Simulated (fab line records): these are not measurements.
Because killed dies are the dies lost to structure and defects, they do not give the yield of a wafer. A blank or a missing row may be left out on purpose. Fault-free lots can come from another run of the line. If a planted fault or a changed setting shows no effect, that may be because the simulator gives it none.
fab line records ; flow gf180mcu
record: lots: 7; wafers: 21; last_day: 34
route steps=602 shown HV_LDD@200
lots that met no fault: taken from a fault-free run of the same line
start_h: start of the lot's first displayed wafer, in hours after the record's first day ; wait_h: time in hours since the lot's previous step ; " repeats the value in the row above ; L1.1+2: a row that stands for several wafers ; - value missing, or start not given ; * or withheld: withheld ; < > ~ a bound
route shown NAME@n: NAME is a module with steps in the file, n the number in the route of the first one ; usual: the fault-free wafers' mean and standard deviation ; same: alike in all rows ; chamber/n: place in a boat ; sites: each site's reading ; _std_site: standard deviation of those values ; _edge_site: outer sites' mean less inner sites' ; radius_mm: for every site, how far away it sits from the centre of the wafer ; mask NAME#n: copy n ; behind: the tool/chamber that last shaped the wafer ; hold: cause of the lot's hold/its duration in hours/its outcome ; device: the n, p or np transistor that did not switch ; end of line: the route-end tests of the same wafers ; where a step has no rows: the recipe by itself ; killed: dies lost to structure and defects at the first sort, not the wafer's yield ; map: a wafer's dies, x killed, . not, _ none there
set.NAME: the setting that was run; set.NAME@STEP: the one run at that earlier step ; model.NAME: the simulator's own value behind a step, which no gauge read
certain route steps with their lots: each step a table, each wafer a row
services: a tool's chamber out of use, with start hour (start_h, from the record's first day; less than 0 if before it), hours out, and reason
== steps ==
step: GF_HV_LDD_DEHYDRATE_24
recipe: temp_c: 200; time_s: 60
step: GF_HV_LDD_HMDS_25
recipe: prime_time_s: 60; prime_temp_c: 120
step: GF_HV_LDD_COAT_26
recipe: resist: NOVOLAK; spin_rpm: 3000; resist_thk_nm: 1000
step: GF_HV_LDD_SOFTBAKE_27
recipe: temp_c: 90; time_s: 60; resist: NOVOLAK
step: GF_HV_LDD_EXPOSE_28
recipe: mask_id: Nplus_HV_AREA; target_cd_nm: 400; na: 0.6; source_shape: conventional; sigma_outer: 0.6; dose_mj: 140
step: GF_HV_LDD_PEB_29
recipe: temp_c: withheld; time_s: *; resist: NOVOLAK
step: GF_HV_LDD_DEVELOP_30
recipe: develop_time_s: 60; dev_temp_c: 22.2
step: GF_HV_LDD_CD_MEAS_31
recipe: target_cd_nm: 400
usual: cd_nm: 402.6/2.3
lot.wafer;tool;chamber;start_h;wait_h;cd_nm
L719.3;cd_sem-01;-;269.94;0.1;400.5
L719.4;cd_sem-01;-;269.94;0.1;398.9
L719.5;cd_sem-01;-;269.94;0.1;401.7
L725.4;cd_sem-02;-;324.74;0.1;407.1
L725.5;cd_sem-02;-;324.74;0.1;407.9
L725.6;cd_sem-02;-;324.74;0.1;406.8
L726.1;cd_sem-01;-;324.98;0.1;400.4
L726.2;cd_sem-01;-;324.98;0.1;402.9
L726.3;cd_sem-01;-;324.98;0.1;402.9
L727.3;cd_sem-01;-;330.06;0.1;403.0
L727.5;cd_sem-01;-;330.06;0.1;401.6
L727.6;cd_sem-01;-;330.06;0.1;403.7
L730.1;cd_sem-01;-;356.57;0.1;404.8
L730.5;cd_sem-01;-;356.57;0.1;405.2
L730.6;cd_sem-01;-;356.57;0.1;405.6
L733.2;cd_sem-02;-;385.30;0.1;397.3
L733.5;cd_sem-02;-;385.30;0.1;400.7
L733.6;cd_sem-02;-;385.30;0.1;398.1
L738.3;cd_sem-01;-;431.31;0.1;401.9
L738.4;cd_sem-01;-;431.31;0.1;400.3
L738.6;cd_sem-01;-;431.31;0.1;401.6
step: GF_HV_LDD_OVL_MEAS_32
usual: HV_LDD_02_OVL: -0.6/1.5
lot.wafer;tool;chamber;start_h;wait_h;HV_LDD_02_OVL[nm]
L719.3;overlay-02;-;270.03;0.1;-1.1
L719.4;overlay-02;-;270.03;0.1;-1.2
L719.5;overlay-02;-;270.03;0.1;-3.2
L725.4;overlay-02;-;324.81;0.1;1.6
L725.5;overlay-02;-;324.81;0.1;0.0
L725.6;overlay-02;-;324.81;0.1;0.9
L726.1;overlay-01;-;325.10;0.1;-2.1
L726.2;overlay-01;-;325.10;0.1;-2.2
L726.3;overlay-01;-;325.10;0.1;-1.6
L727.3;overlay-02;-;330.16;0.1;-2.3
L727.5;overlay-02;-;330.16;0.1;-0.5
L727.6;overlay-02;-;330.16;0.1;-0.3
L730.1;overlay-02;-;356.69;0.1;-1.6
L730.5;overlay-02;-;356.69;0.1;0.2
L730.6;overlay-02;-;356.69;0.1;1.6
L733.2;overlay-02;-;385.40;0.1;-0.1
L733.5;overlay-02;-;385.40;0.1;-0.2
L733.6;overlay-02;-;385.40;0.1;-2.0
L738.3;overlay-02;-;431.40;0.1;0.4
L738.4;overlay-02;-;431.40;0.1;-0.1
L738.6;overlay-02;-;431.40;0.1;2.9
step: GF_HV_LDD_IMPLANT_33
recipe: species: P; energy_kev: 60; dose_cm2: 7.5e+12; tilt_deg: 30; rotation_deg: 0
step: GF_HV_LDD_IMPLANT_34
recipe: species: P; energy_kev: 60; dose_cm2: 7.5e+12; tilt_deg: 30; rotation_deg: 90
step: GF_HV_LDD_IMPLANT_35
recipe: species: P; energy_kev: 60; dose_cm2: 7.5e+12; tilt_deg: 30; rotation_deg: 180
step: GF_HV_LDD_IMPLANT_36
recipe: species: P; energy_kev: 60; dose_cm2: 7.5e+12; tilt_deg: 30; rotation_deg: 270
usual: beam_energy_keV: 59.999/0.019; beam_on_s: 10.01/0.21; end_station_pressure_torr: 5.05e-06/2.5e-07
lot.wafer;tool;chamber;start_h;wait_h;beam_energy_keV;beam_on_s;end_station_pressure_torr
L719.3;implanter-03;0;270.56;0.1;59.994;10.07;4.71e-06
L719.4;implanter-03;0;270.56;0.1;59.988;9.65;5.07e-06
L719.5;implanter-03;0;270.56;0.1;59.986;9.78;4.64e-06
L725.4;implanter-03;-;325.36;0.1;-;-;-
L725.5;implanter-03;-;325.36;0.1;-;-;-
L725.6;implanter-03;-;325.36;0.1;-;-;-
L726.1;implanter-02;-;325.58;0.1;-;-;-
L726.2;implanter-02;-;325.58;0.1;-;-;-
L726.3;implanter-02;-;325.58;0.1;-;-;-
L727.3;implanter-01;-;330.68;0.1;-;-;-
L727.5;implanter-01;-;330.68;0.1;-;-;-
L727.6;implanter-01;-;330.68;0.1;-;-;-
L730.1;implanter-03;0;358.91;1.9;59.983;10.01;4.93e-06
L730.5;implanter-03;0;358.91;1.9;59.987;10.08;4.98e-06
L730.6;implanter-03;0;358.91;1.9;59.956;9.89;5.4e-06
L733.2;implanter-03;0;385.91;0.1;60.004;9.97;4.86e-06
L733.5;implanter-03;0;385.91;0.1;60.016;9.85;4.79e-06
L733.6;implanter-03;0;385.91;0.1;59.988;10.14;5.12e-06
L738.3;implanter-01;0;431.93;0.1;60.020;9.80;4.95e-06
L738.4;implanter-01;0;431.93;0.1;60.005;9.72;4.87e-06
L738.6;implanter-01;0;431.93;0.1;60.015;9.82;5.13e-06
step: GF_HV_LDD_STRIP_37
recipe: chemistry: O2/N2; power_w: 1400; pressure_mtorr: 1500; platen_temp_c: 250; o2_flow_sccm: 3000; n2_flow_sccm: 300; overash_fraction: 0.5
usual: chamber_pressure_mTorr: 1500.2/1.4; drypump_motor_current_A: 5.4/0.5; heater_power_w: 369/73; n2_flow_sccm: 300.1/0.79; oes_product_au: 0.716/0.0046; strip_time_to_endpoint_s: 12.650/0.029
lot.wafer;tool;chamber;start_h;wait_h;chamber_pressure_mTorr;drypump_motor_current_A;heater_power_w;n2_flow_sccm;oes_product_au;rf_hours_counter_h;strip_time_to_endpoint_s
L719.3;plasma_asher-01;0;270.69;0.1;1499.3;5.7;292;300.5;0.717;-;12.671
L719.4;plasma_asher-01;1;270.69;0.1;1502.7;5.3;322;301.5;0.717;-;12.670
L719.5;plasma_asher-01;1;270.69;0.1;1500.5;5.4;320;301.7;0.713;-;12.659
L725.4;plasma_asher-02;0;325.47;0.1;1499.5;6.0;495;300.1;0.711;-;12.635
L725.5;plasma_asher-02;1;325.47;0.1;1500.8;4.9;344;300.9;0.718;-;12.641
L725.6;plasma_asher-02;0;325.47;0.1;1500.5;6.0;483;300.6;0.715;-;12.634
L726.1;plasma_asher-02;0;325.79;0.2;1500.0;6.0;492;299.9;0.714;24;12.678
L726.2;plasma_asher-02;1;325.79;0.2;1502.4;4.9;337;300.3;0.716;24;12.650
L726.3;plasma_asher-02;0;325.79;0.2;1499.9;6.0;477;299.7;0.715;-;12.691
L727.3;plasma_asher-02;1;330.81;0.1;1500.5;4.9;332;300.5;0.711;-;12.635
L727.5;plasma_asher-02;1;330.81;0.1;1503.2;4.9;347;300.7;0.708;-;12.629
L727.6;plasma_asher-02;0;330.81;0.1;1500.5;6.0;474;300.1;0.716;-;12.615
L730.1;plasma_asher-02;1;359.06;0.1;1501.7;4.9;348;299.6;0.714;28;12.618
L730.5;plasma_asher-02;1;359.06;0.1;1499.5;4.9;348;299.8;0.723;-;12.631
L730.6;plasma_asher-02;0;359.06;0.1;1500.4;6.0;474;300.1;0.717;-;12.613
L733.2;plasma_asher-02;0;386.03;0.1;1500.7;6.0;475;299.7;0.714;31;12.687
L733.5;plasma_asher-02;1;386.03;0.1;1498.8;4.9;353;300.1;0.721;-;12.656
L733.6;plasma_asher-02;0;386.03;0.1;1499.7;6.0;478;299.4;0.716;-;12.692
L738.3;plasma_asher-02;1;432.06;0.1;1497.9;4.9;350;300.3;0.721;-;12.647
L738.4;plasma_asher-02;0;432.06;0.1;1500.0;6.0;476;301.3;0.719;-;12.652
L738.6;plasma_asher-02;1;432.06;0.1;1497.7;4.9;340;299.6;0.715;-;12.637
step: GF_HV_LDD_TW_MEAS_38
usual: HV_LDD_3_TW: 1435/12
lot.wafer;tool;chamber;start_h;wait_h;HV_LDD_3_TW
L719.3;film_metro-03;-;270.78;0.1;1461
L719.4;film_metro-03;-;270.78;0.1;1457
L719.5;film_metro-03;-;270.78;0.1;1467
L725.4;film_metro-01;-;325.56;0.1;1306
L725.5;film_metro-01;-;325.56;0.1;1301
L725.6;film_metro-01;-;325.56;0.1;1299
L726.1;film_metro-04;-;325.89;0.1;1299
L726.2;film_metro-04;-;325.89;0.1;1304
L726.3;film_metro-04;-;325.89;0.1;1307
L727.3;film_metro-04;-;330.90;0.1;1297
L727.5;film_metro-04;-;330.90;0.1;1301
L727.6;film_metro-04;-;330.90;0.1;1308
L730.1;film_metro-03;-;359.16;0.1;1451
L730.5;film_metro-03;-;359.16;0.1;1451
L730.6;film_metro-03;-;359.16;0.1;1449
L733.2;film_metro-04;-;386.14;0.1;1419
L733.5;film_metro-04;-;386.14;0.1;1420
L733.6;film_metro-04;-;386.14;0.1;1423
L738.3;film_metro-01;-;432.15;0.1;1429
L738.4;film_metro-01;-;432.15;0.1;1423
L738.6;film_metro-01;-;432.15;0.1;1429
step: GF_HV_LDD_DEHYDRATE_39
recipe: temp_c: 200; time_s: 60
step: GF_HV_LDD_HMDS_40
recipe: prime_time_s: 60; prime_temp_c: 120
step: GF_HV_LDD_COAT_41
recipe: resist: NOVOLAK; spin_rpm: 3000; resist_thk_nm: 1000
step: GF_HV_LDD_SOFTBAKE_42
recipe: temp_c: 90; time_s: 60; resist: NOVOLAK
step: GF_HV_LDD_EXPOSE_43
recipe: mask_id: Pplus_HV_AREA; target_cd_nm: 400; na: 0.6; source_shape: conventional; sigma_outer: 0.6; dose_mj: 140
step: GF_HV_LDD_PEB_44
recipe: temp_c: withheld; time_s: *; resist: NOVOLAK
step: GF_HV_LDD_DEVELOP_45
recipe: develop_time_s: 60; dev_temp_c: 23
step: GF_HV_LDD_CD_MEAS_46
recipe: target_cd_nm: 400
usual: cd_nm: 400.2/2.7
lot.wafer;tool;chamber;start_h;wait_h;cd_nm
L719.3;cd_sem-02;-;290.54;0.1;400.0
L719.4;cd_sem-02;-;290.54;0.1;403.0
L719.5;cd_sem-02;-;290.54;0.1;401.4
L725.4;cd_sem-02;-;345.93;0.1;397.4
L725.5;cd_sem-02;-;345.93;0.1;401.5
L725.6;cd_sem-02;-;345.93;0.1;397.9
L726.1;cd_sem-01;-;346.82;0.1;402.6
L726.2;cd_sem-01;-;346.82;0.1;399.8
L726.3;cd_sem-01;-;346.82;0.1;398.8
L727.3;cd_sem-01;-;352.16;0.1;400.2
L727.5;cd_sem-01;-;352.16;0.1;399.9
L727.6;cd_sem-01;-;352.16;0.1;399.9
L730.1;cd_sem-02;-;380.85;0.1;401.2
L730.5;cd_sem-02;-;380.85;0.1;400.3
L730.6;cd_sem-02;-;380.85;0.1;400.7
L733.2;cd_sem-02;-;409.32;0.1;404.6
L733.5;cd_sem-02;-;409.32;0.1;403.3
L733.6;cd_sem-02;-;409.32;0.1;404.2
L738.3;cd_sem-02;-;455.76;0.1;395.8
L738.4;cd_sem-02;-;455.76;0.1;397.1
L738.6;cd_sem-02;-;455.76;0.1;397.6
step: GF_HV_LDD_OVL_MEAS_47
usual: HV_LDD_03_OVL: 1.3/1.3
lot.wafer;tool;chamber;start_h;wait_h;HV_LDD_03_OVL[nm]
L719.3;overlay-02;-;290.63;0.1;1.8
L719.4;overlay-02;-;290.63;0.1;3.1
L719.5;overlay-02;-;290.63;0.1;1.9
L725.4;overlay-02;-;346.01;0.1;-1.0
L725.5;overlay-02;-;346.01;0.1;-0.8
L725.6;overlay-02;-;346.01;0.1;-1.7
L726.1;overlay-01;-;346.94;0.1;2.8
L726.2;overlay-01;-;346.94;0.1;2.4
L726.3;overlay-01;-;346.94;0.1;2.9
L727.3;overlay-01;-;352.26;0.1;1.3
L727.5;overlay-01;-;352.26;0.1;2.3
L727.6;overlay-01;-;352.26;0.1;2.1
L730.1;overlay-01;-;380.97;0.1;1.6
L730.5;overlay-01;-;380.97;0.1;1.2
L730.6;overlay-01;-;380.97;0.1;1.8
L733.2;overlay-01;-;409.42;0.1;-0.3
L733.5;overlay-01;-;409.42;0.1;0.6
L733.6;overlay-01;-;409.42;0.1;1.2
L738.3;overlay-01;-;455.85;0.1;-1.1
L738.4;overlay-01;-;455.85;0.1;-1.1
L738.6;overlay-01;-;455.85;0.1;-1.8
step: GF_HV_LDD_IMPLANT_48
recipe: species: B; energy_kev: 25; dose_cm2: 3e+13; tilt_deg: 7
step: GF_HV_LDD_STRIP_49
recipe: chemistry: O2/N2; power_w: 1400; pressure_mtorr: 1500; platen_temp_c: 250; o2_flow_sccm: 3000; n2_flow_sccm: 300; overash_fraction: 0.5
usual: chamber_pressure_mTorr: 1500.0/1.5; drypump_motor_current_A: 5.3/0.53; heater_power_w: 359/71; n2_flow_sccm: 299.9/0.82; oes_product_au: 0.716/0.0043; strip_time_to_endpoint_s: 12.63/0.036
lot.wafer;tool;chamber;start_h;wait_h;chamber_pressure_mTorr;drypump_motor_current_A;heater_power_w;n2_flow_sccm;oes_product_au;rf_hours_counter_h;strip_time_to_endpoint_s
L719.3;plasma_asher-04;1;290.84;0.1;1498.7;4.7;371;301.2;0.718;-;12.60
L719.4;plasma_asher-04;0;290.84;0.1;1501.2;5.8;284;300.1;0.714;-;12.60
L719.5;plasma_asher-04;0;290.84;0.1;1500.0;5.8;275;299.5;0.717;-;12.54
L725.4;plasma_asher-04;1;346.21;0.1;1501.0;4.7;395;301.1;0.713;-;12.66
L725.5;plasma_asher-04;0;346.21;0.1;1500.3;5.8;275;299.2;0.720;-;12.65
L725.6;plasma_asher-04;1;346.21;0.1;1500.3;4.7;376;300.0;0.717;-;12.66
L726.1;plasma_asher-04;1;347.13;0.1;1500.6;4.7;400;300.6;0.718;69;12.68
L726.2;plasma_asher-04;0;347.13;0.1;1500.5;5.8;276;299.9;0.708;69;12.61
L726.3;plasma_asher-04;1;347.13;0.1;1498.5;4.7;370;301.1;0.711;-;12.68
L727.3;plasma_asher-02;1;352.46;0.1;1500.8;4.9;347;300.2;0.719;-;12.57
L727.5;plasma_asher-02;0;352.46;0.1;1500.7;6.0;479;298.9;0.716;-;12.60
L727.6;plasma_asher-02;1;352.46;0.1;1498.9;4.9;339;300.7;0.719;-;12.57
L730.1;plasma_asher-02;0;381.16;0.1;1501.4;6.0;495;300.4;0.719;31;12.66
L730.5;plasma_asher-02;0;381.16;0.1;1498.7;6.0;469;300.2;0.716;-;12.71
L730.6;plasma_asher-02;1;381.16;0.1;1497.8;4.9;346;300.6;0.723;-;12.69
L733.2;plasma_asher-01;1;409.60;0.1;1500.0;5.4;324;298.6;0.720;66;12.63
L733.5;plasma_asher-01;0;409.60;0.1;1500.6;5.7;295;300.2;0.719;-;12.62
L733.6;plasma_asher-01;1;409.60;0.1;1501.3;5.4;337;299.1;0.710;-;12.61
L738.3;plasma_asher-04;1;456.06;0.1;1502.3;4.7;384;298.3;0.715;-;12.62
L738.4;plasma_asher-04;0;456.06;0.1;1498.3;5.8;279;299.3;0.721;-;12.63
L738.6;plasma_asher-04;0;456.06;0.1;1499.5;5.8;275;299.9;0.721;-;12.59
step: GF_HV_LDD_TW_MEAS_50
usual: HV_LDD_4_TW: 570/5.2
lot.wafer;tool;chamber;start_h;wait_h;HV_LDD_4_TW
L719.3;film_metro-03;-;290.93;0.1;578
L719.4;film_metro-03;-;290.93;0.1;577
L719.5;film_metro-03;-;290.93;0.1;575
L725.4;film_metro-01;-;346.31;0.1;567
L725.5;film_metro-01;-;346.31;0.1;567
L725.6;film_metro-01;-;346.31;0.1;567
L726.1;film_metro-01;-;347.23;0.1;570
L726.2;film_metro-01;-;347.23;0.1;571
L726.3;film_metro-01;-;347.23;0.1;576
L727.3;film_metro-03;-;352.55;0.1;575
L727.5;film_metro-03;-;352.55;0.1;574
L727.6;film_metro-03;-;352.55;0.1;574
L730.1;film_metro-01;-;381.26;0.1;566
L730.5;film_metro-01;-;381.26;0.1;564
L730.6;film_metro-01;-;381.26;0.1;566
L733.2;film_metro-03;-;409.71;0.1;576
L733.5;film_metro-03;-;409.71;0.1;578
L733.6;film_metro-03;-;409.71;0.1;578
L738.3;film_metro-01;-;456.15;0.1;565
L738.4;film_metro-01;-;456.15;0.1;561
L738.6;film_metro-01;-;456.15;0.1;561
step: GF_HV_LDD_CLEAN_51
recipe: chemistry: SC1/SC2; mix: 1:4:20; temp_c: 70; time_s: 150; dry: n2_spin
step: GF_HV_LDD_RTA_52
recipe: temp_c: 1000; time_s: 10.53; ambient: N2
usual: anneal_temp_c_max: 1004.9/0.93; lamp_power_pct: 32.2/1.1; wafer_temp_C_max: 1005.9/1.4
lot.wafer;tool;chamber;start_h;wait_h;anneal_temp_c_max;lamp_power_pct;wafer_temp_C_max
L719.3;rtp_anneal-01;0;291.04;0.0;1003.9;33.2;1005.3
L719.4;rtp_anneal-01;0;291.04;0.0;1004.2;33.1;1005.6
L719.5;rtp_anneal-01;0;291.04;0.0;1005.6;33.3;1005.5
L725.4;rtp_anneal-02;0;346.47;0.0;1005.3;30.9;1007.0
L725.5;rtp_anneal-02;0;346.47;0.0;1004.2;30.9;1007.7
L725.6;rtp_anneal-02;0;346.47;0.0;1003.9;30.9;1008.1
L726.1;rtp_anneal-01;0;347.34;0.0;1004.6;33.2;1004.0
L726.2;rtp_anneal-01;0;347.34;0.0;1003.7;33.2;1007.1
L726.3;rtp_anneal-01;0;347.34;0.0;1004.8;33.2;1006.1
L727.3;rtp_anneal-02;0;352.66;0.0;1007.1;30.9;1006.6
L727.5;rtp_anneal-02;0;352.66;0.0;1004.4;30.8;1007.8
L727.6;rtp_anneal-02;0;352.66;0.0;1005.9;30.9;1007.4
L730.1;rtp_anneal-02;0;381.37;0.0;1006.3;30.9;1007.8
L730.5;rtp_anneal-02;0;381.37;0.0;1006.5;30.9;1006.5
L730.6;rtp_anneal-02;0;381.37;0.0;1005.2;30.9;1006.7
L733.2;rtp_anneal-01;0;409.83;0.0;1005.4;33.2;1006.3
L733.5;rtp_anneal-01;0;409.83;0.0;1003.6;33.2;1003.7
L733.6;rtp_anneal-01;0;409.83;0.0;1004.7;33.2;1003.7
L738.3;rtp_anneal-02;0;456.28;0.0;1005.5;30.9;1006.2
L738.4;rtp_anneal-02;0;456.28;0.0;1005.6;30.9;1009.0
L738.6;rtp_anneal-02;0;456.28;0.0;1004.1;30.9;1006.7
step: GF_HV_LDD_RS_MEAS_53
recipe: thk_meas_gauge: four-point-probe
usual: HV_LDD_RS: 419.6/0.98
lot.wafer;tool;chamber;start_h;wait_h;HV_LDD_RS[ohm/sq]
L719.3;film_metro-04;-;291.12;0.1;419.2
L719.4;film_metro-04;-;291.12;0.1;420.1
L719.5;film_metro-04;-;291.12;0.1;419.6
L725.4;film_metro-03;-;346.57;0.1;440.1
L725.5;film_metro-03;-;346.57;0.1;442.2
L725.6;film_metro-03;-;346.57;0.1;440.3
L726.1;film_metro-04;-;347.41;0.1;439.5
L726.2;film_metro-04;-;347.41;0.1;439.9
L726.3;film_metro-04;-;347.41;0.1;442.7
L727.3;film_metro-01;-;352.79;0.1;440.9
L727.5;film_metro-01;-;352.79;0.1;440.9
L727.6;film_metro-01;-;352.79;0.1;439.6
L730.1;film_metro-03;-;381.44;0.1;418.5
L730.5;film_metro-03;-;381.44;0.1;417.8
L730.6;film_metro-03;-;381.44;0.1;418.4
L733.2;film_metro-03;-;409.90;0.1;417.5
L733.5;film_metro-03;-;409.90;0.1;419.1
L733.6;film_metro-03;-;409.90;0.1;419.4
L738.3;film_metro-04;-;456.41;0.1;420.2
L738.4;film_metro-04;-;456.41;0.1;419.5
L738.6;film_metro-04;-;456.41;0.1;419.5
step: GF_HV_LDD_CVD_54
recipe: material: SiO2; target_thk_nm: 10; precursor: TEOS; temp_c: 680; time_s: 75; pressure_mtorr: 400
== services ==
tool;chamber;start_h;hours;kind
implanter-01;-;256.74;3.6;pm
plasma_asher-01;-;294.02;109.5;pm
implanter-01;-;310.39;3.8;repair
implanter-01;-;320.88;2.2;repair
implanter-03;-;322.36;1.7;repair
plasma_asher-02;-;333.69;15.6;pm
implanter-02;-;344.97;0.6;repair
implanter-02;-;351.18;4.4;repair
plasma_asher-04;-;352.41;3.9;repair
plasma_asher-04;-;356.32;4.0;pm
implanter-03;-;368.81;1.0;repair
plasma_asher-04;-;388.14;4.9;repair
implanter-02;-;395.51;1.3;repair
implanter-02;-;405.95;3.7;repair
plasma_asher-01;-;421.25;9.0;pm
plasma_asher-01;0;421.25;10.6;vent_cycle
plasma_asher-01;1;421.25;10.6;vent_cycle
plasma_asher-01;-;429.48;2.4;repair
plasma_asher-01;0;430.25;-;clean
plasma_asher-01;1;430.25;-;clean
implanter-01;-;438.40;9.0;repair
== key ==
first_sign: step: GF_HV_LDD_IMPLANT_36; reading: tool_record; direction: missing
effect: step: GF_HV_LDD_TW_MEAS_38; reading: HV_LDD_3_TW; direction: down; sigmas: 11; usual: 1435; struck: 1303
effect: step: GF_HV_LDD_RS_MEAS_53; reading: HV_LDD_RS; direction: up; sigmas: 22; usual: 419.6; struck: 440.7
met_at GF_HV_LDD_IMPLANT_36
struck_wafers L725.4,L725.5,L725.6,L726.1,L726.2,L726.3,L727.3,L727.5,L727.6
later_rows_left_out L725.4,L725.5,L725.6,L726.1,L726.2,L726.3,L727.3,L727.5,L727.6
sort_left_out L725.4,L725.5,L725.6,L726.1,L726.2,L726.3,L727.3,L727.5,L727.6
tester_left_out L725,L726,L727
onset_between 270.56 325.36
fault: kind: skipped_step_whole; tool: implanter-01,implanter-02,implanter-03; chamber: -; onset_h: 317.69; steps: GF_HV_LDD_IMPLANT_36; scope: struck_lots_only
tester_left_out: of these lots the tester's yield and bins aren't shown, on N5 and GAA mostly nor the transistor test; their killed dies are dies lost to structure and defects alone, not to doping, threshold or leakage, so they don't give the yield
sort_left_out: the simulated sort isn't trusted on such a fault, so these wafers' sort isn't shown, and their yield isn't known
later_rows_left_out: the simulator's readings of these wafers behind a module that went badly wrong aren't trusted and aren't shown, but for the sort
